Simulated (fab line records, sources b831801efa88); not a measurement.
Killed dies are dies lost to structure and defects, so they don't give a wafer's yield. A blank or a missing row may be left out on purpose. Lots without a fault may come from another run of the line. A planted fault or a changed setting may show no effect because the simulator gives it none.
Which tool did it? | flow gf180mcu | 13 lots, 39 wafers sampled, at 6 steps of a route of 602

WHAT THE GAUGES READ, wafer by wafer
GF_LVPWELL_TW_MEAS_11. Usual: LVPWELL_TW 559, standard deviation 4.1.
lot  | measured    | on            | LVPWELL_TW  | flag
L401 | day 4 00:00 | film_metro-02 | 555 557 556 |
L402 | day 4 02:41 | film_metro-03 | 563 562 563 |
L404 | day 4 13:11 | film_metro-02 | 561 560 558 |
L407 | day 5 06:21 | film_metro-04 | 565 564 564 |
L408 | day 5 14:08 | film_metro-03 | 560 563 558 |
L409 | day 5 19:05 | film_metro-02 | 558 556 556 |
L412 | day 6 13:39 | film_metro-03 | 557 560 558 |
L415 | day 7 06:24 | film_metro-04 | 573 568 569 |
L419 | day 8 03:47 | film_metro-03 | 559 561 563 |
L420 | day 8 10:14 | film_metro-02 | 557 555 552 |
L421 | day 8 15:39 | film_metro-02 | 552 555 555 |
L422 | day 8 21:16 | film_metro-02 | 555 557 557 |
L424 | day 9 07:39 | film_metro-03 | 561 560 559 |

GF_DUAL_GATE_OVL_MEAS_11. Usual: DUAL_GATE_OVL -0.3 nm, standard deviation 1.2.
lot  | measured     | on         | DUAL_GATE_OVL (nm) | flag
L401 | day 8 12:38  | overlay-01 | 2.6 1.7 0.9        |
L402 | day 8 18:11  | overlay-02 | 1.9 -0.9 1.2       |
L404 | day 9 03:13  | overlay-02 | -1.3 0.4 0.5       |
L407 | day 10 00:19 | overlay-02 | 1.7 -0.2 -2.0      |
L408 | day 10 10:59 | overlay-02 | -1.0 1.9 1.8       |
L409 | day 10 15:59 | overlay-01 | 0.3 0.3 -2.0       |
L412 | day 11 18:13 | overlay-01 | -2.3 -1.8 -1.9     |
L415 | day 12 14:31 | overlay-01 | -0.8 -0.9 -2.2     |
L419 | day 13 15:04 | overlay-02 | -1.1 -0.5 -0.5     |
L420 | day 13 22:22 | overlay-02 | -1.3 -1.6 -0.4     |
L421 | day 14 07:40 | overlay-01 | 0.1 -1.1 -1.4      |
L422 | day 14 11:38 | overlay-02 | 0.0 -0.3 -1.5      |
L424 | day 15 01:52 | overlay-02 | 1.0 1.2 1.2        |

GF_POLY_GATE_THK_MEAS_17. Usual: POLY_GATE_OXIDATION_THK 4.00 nm, standard deviation 0.084.
lot  | measured     | on            | POLY_GATE_OXIDATION_THK (nm) | flag
L401 | day 9 12:05  | film_metro-02 | 3.92 3.98 4.00               |
L402 | day 9 16:11  | film_metro-04 | 3.97 3.82 3.83               |
L404 | day 10 02:35 | film_metro-01 | 3.94 3.93 3.94               |
L407 | day 11 00:47 | film_metro-01 | 4.07 4.08 4.04               |
L408 | day 11 10:13 | film_metro-02 | 3.99 4.02 3.97               |
L409 | day 11 14:38 | film_metro-01 | 3.91 4.02 3.95               |
L412 | day 12 20:00 | film_metro-02 | 4.00 3.91 4.03               |
L415 | day 13 17:05 | film_metro-02 | 3.99 3.99 3.99               |
L419 | day 14 18:37 | film_metro-01 | 4.04 3.99 3.99               |
L420 | day 15 02:00 | film_metro-02 | 3.99 3.97 3.98               |
L421 | day 15 13:52 | film_metro-01 | 4.05 4.01 4.10               |
L422 | day 15 13:52 | film_metro-04 | 4.16 4.12 4.11               |
L424 | day 16 04:13 | film_metro-02 | 4.03 4.00 4.10               |

GF_HV_LDD_TW_MEAS_11. Usual: HV_LDD_TW 2415, standard deviation 22.
lot  | measured     | on            | HV_LDD_TW      | flag
L401 | day 10 05:44 | film_metro-02 | 2377 2395 2392 |
L402 | day 10 10:09 | film_metro-02 | 2394 2392 2398 |
L404 | day 10 20:46 | film_metro-02 | 2399 2406 2399 |
L407 | day 11 19:38 | film_metro-04 | 1238 1244 1225 | OFF
L408 | day 12 05:39 | film_metro-02 | 2389 2383 2388 |
L409 | day 12 10:19 | film_metro-04 | 1243 1246 1251 | OFF
L412 | day 13 16:37 | film_metro-04 | 2431 2459 2444 |
L415 | day 14 14:11 | film_metro-04 | 2426 2420 2426 |
L419 | day 15 17:05 | film_metro-03 | 2396 2412 2400 |
L420 | day 15 23:51 | film_metro-03 | 2405 2401 2410 |
L421 | day 16 11:43 | film_metro-04 | 2434 2445 2442 |
L422 | day 16 11:45 | film_metro-03 | 2392 2407 2421 |
L424 | day 17 02:51 | film_metro-02 | 2377 2379 2388 |

GF_HV_LDD_RS_MEAS_53: measures by four-point-probe. Usual: HV_LDD_RS 418.2 ohm/sq, standard deviation 0.89.
lot  | measured     | on            | HV_LDD_RS (ohm/sq) | flag
L401 | day 12 15:43 | film_metro-04 | 420.1 418.7 418.9  |
L402 | day 12 19:28 | film_metro-03 | 418.3 417.9 417.9  |
L404 | day 13 08:40 | film_metro-04 | 417.9 417.8 418.7  |
L407 | day 14 08:26 | film_metro-03 | 756.3 756.9 762.1  | OFF
L408 | day 14 19:22 | film_metro-03 | 417.6 418.1 417.2  |
L409 | day 14 23:50 | film_metro-02 | 753.9 754.2 753.7  | OFF
L412 | day 16 09:13 | film_metro-04 | 416.4 416.5 417.2  |
L415 | day 17 09:49 | film_metro-04 | 418.0 418.0 419.5  |
L419 | day 18 14:39 | film_metro-03 | 418.6 418.3 417.0  |
L420 | day 18 22:20 | film_metro-04 | 418.1 418.3 419.2  |
L421 | day 19 11:05 | film_metro-04 | 417.5 418.3 418.8  |
L422 | day 19 12:01 | film_metro-02 | 419.0 419.5 418.6  |
L424 | day 20 03:14 | film_metro-02 | 416.8 418.7 418.3  |

WHICH TOOL RAN EACH LOT (tool, then ch and the chambers of the sampled wafers, then the start)
lot  | GF_HV_LDD_IMPLANT_09
L401 | implanter-01 ch 0, day 10 05:29
L402 | implanter-03 ch 0, day 10 09:55
L404 | implanter-04 ch 0, day 10 20:31
L407 | implanter-01 ch 0, day 11 19:24
L408 | implanter-03 ch 0, day 12 05:25
L409 | implanter-01 ch 0, day 12 10:04
L412 | implanter-04 ch 0, day 13 16:23
L415 | implanter-04 ch 0, day 14 13:56
L419 | implanter-01 ch 0, day 15 16:50
L420 | implanter-01 ch 0, day 15 23:39
L421 | implanter-01 ch 0, day 16 11:28
L422 | implanter-04 ch 0, day 16 11:31
L424 | implanter-04 ch 0, day 17 02:37
- GF_HV_LDD_IMPLANT_09

WHAT THE TOOLS THEMSELVES READ (means of the sampled wafers that have a number; where no wafer has one, the mark that the record gives instead)
GF_HV_LDD_IMPLANT_09. Usual: dose_ions_cm2 1e+14, standard deviation 1.2e+11; faraday_current_uA 564, standard deviation 11.
lot  | tool         | dose_ions_cm2 | faraday_current_uA | flag
L401 | implanter-01 | 1e+14         | 571                |
L402 | implanter-03 | 1e+14         | 566                |
L404 | implanter-04 | 1e+14         | 572                |
L407 | implanter-01 | 1e+13         | 62                 | OFF
L408 | implanter-03 | 1e+14         | 572                |
L409 | implanter-01 | 1e+13         | 62                 | OFF
L412 | implanter-04 | 1e+14         | 573                |
L415 | implanter-04 | 1e+14         | 571                |
L419 | implanter-01 | 1e+14         | 575                |
L420 | implanter-01 | 1e+14         | 572                |
L421 | implanter-01 | 1e+14         | 564                |
L422 | implanter-04 | 1e+14         | 560                |
L424 | implanter-04 | 1e+14         | 565                |

THE ANSWER, worked out from the rows above alone
Rule: a lot is off if the mean of its wafers that have a number lies more than 3 standard deviations from the usual mean. A lot without any number at a reading at which 4 lots or more have one is off too. The other lots that the step has rows for count as sound. The gauges are gone through in route order, then the tools' own readings, and for those a lot's mean is taken as printed above. The first step at which some lot is off is used, and at that step the reading that is off furthest; a lot without a number counts as furthest.
Off: L407, L409, at GF_HV_LDD_TW_MEAS_11 (HV_LDD_TW).
A tool fits if, at a process step before that reading, it ran every lot that is off, and no sound lot after the first of them. The gauges at GF_HV_LDD_TW_MEAS_11 aren't tried: what is off there is off at GF_HV_LDD_RS_MEAS_53 too, on other tools, and a gauge's error can't cause that. None of those tried fits.

WHAT THE SIMULATOR HAD PUT IN
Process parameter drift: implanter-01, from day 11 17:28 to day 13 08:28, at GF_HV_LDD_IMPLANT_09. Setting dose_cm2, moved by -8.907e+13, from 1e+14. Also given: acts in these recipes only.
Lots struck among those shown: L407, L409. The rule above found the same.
